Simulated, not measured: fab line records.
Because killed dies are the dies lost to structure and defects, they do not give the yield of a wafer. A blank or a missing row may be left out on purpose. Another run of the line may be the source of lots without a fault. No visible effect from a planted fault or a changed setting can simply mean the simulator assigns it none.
Struck lot and sound lot, side by side + flow sky130 + 14 steps out of a route of 708
Sound: the wafers L159.1, L159.3, L159.4. Wafers L173.1, L173.2, L173.5 were the ones struck. The cause is named last.
For every step that has rows: the tool of each side, followed by ch and its chambers, followed by its first start. Under that, the readings that differ: sound wafers + struck wafers + difference of the means + sigmas: that difference in standard deviations of wafers without a fault.
alike: words and numbers the same on both sides, and readings whose means are apart by under 2 such deviations; not compared: readings that were withheld, readings missing a value for some wafer, numbers with overlapping values and no deviation given by the record, and bounds like >300 which may hide the same value.
A row with sigmas, a row that says differs or no value, or rows on one side alone: a step with any of these is where the two part. Non-overlapping numbers with no deviation appear without sigmas and do not part them. A reading that every wafer of one side lacks parts them only if that side has two wafers or more.

first, 4 steps without rows for these wafers: SKY_SD_P_SOFTBAKE_03 (time 60 s); SKY_SD_P_EXPOSE_04 (exposes mask PSDM, target cd 380 nm); SKY_SD_P_PEB_05; SKY_SD_P_DEVELOP_06 (develop time 60 s).
SKY_SD_P_CD_MEAS_07: the cd target is 380 nm.
  struck on cd sem-02, day 31 19:30; sound on cd sem-02, day 28 00:06
| reading    | sound             | struck            | difference | sigmas |
|------------|-------------------|-------------------|------------|--------|
| cd nm (nm) | 378.2 379.2 381.5 | 386.6 387.2 387.4 | +7.4       | +3     |
SKY_SD_P_OVL_MEAS_08:
  struck on overlay-01, day 31 19:40; sound on overlay-02, day 28 00:13
  alike: SD_P_OVL
after that, 1 step had no rows for these wafers: SKY_SD_P_IMPLANT_09.
SKY_SD_P_STRIP_10: strips in O2/N2.
  sound on plasma asher-01 ch 0,1, day 28 00:25; struck on plasma asher-01 ch 0,1, day 31 19:50
  alike: drypump motor current A, oes product au, strip time to endpoint s
  not compared: rf hours counter h
SKY_SD_P_TW_MEAS_11:
  struck on film metro-01, day 31 19:56; sound on film metro-03, day 28 00:31
  alike: SD_P_TW
then, 3 steps without rows for these wafers: SKY_RES_XHIGH_DEHYDRATE_00 (time 60 s); SKY_RES_XHIGH_HMDS_01 (prime time 60 s); SKY_RES_XHIGH_COAT_02 (resist thk 1140 nm).
SKY_RES_XHIGH_SOFTBAKE_03: time 60 s.
  sound on litho track-04 ch 0, day 28 13:41; struck on litho track-04 ch 0, day 32 09:33
| reading          | sound             | struck            | difference | sigmas |
|------------------|-------------------|-------------------|------------|--------|
| run length s (s) | 89.00 89.05 88.95 | 90.85 90.95 90.95 | +1.92      | +17    |
  alike: plate temp C
then, 1 step without rows for these wafers: SKY_RES_XHIGH_EXPOSE_04 (exposes mask URPM, target cd 1270 nm).

## WHERE THEY PART
Earliest at SKY_SD_P_CD_MEAS_07; latest, in this record, at SKY_RES_XHIGH_SOFTBAKE_03.

WHY: whatever the simulator had introduced
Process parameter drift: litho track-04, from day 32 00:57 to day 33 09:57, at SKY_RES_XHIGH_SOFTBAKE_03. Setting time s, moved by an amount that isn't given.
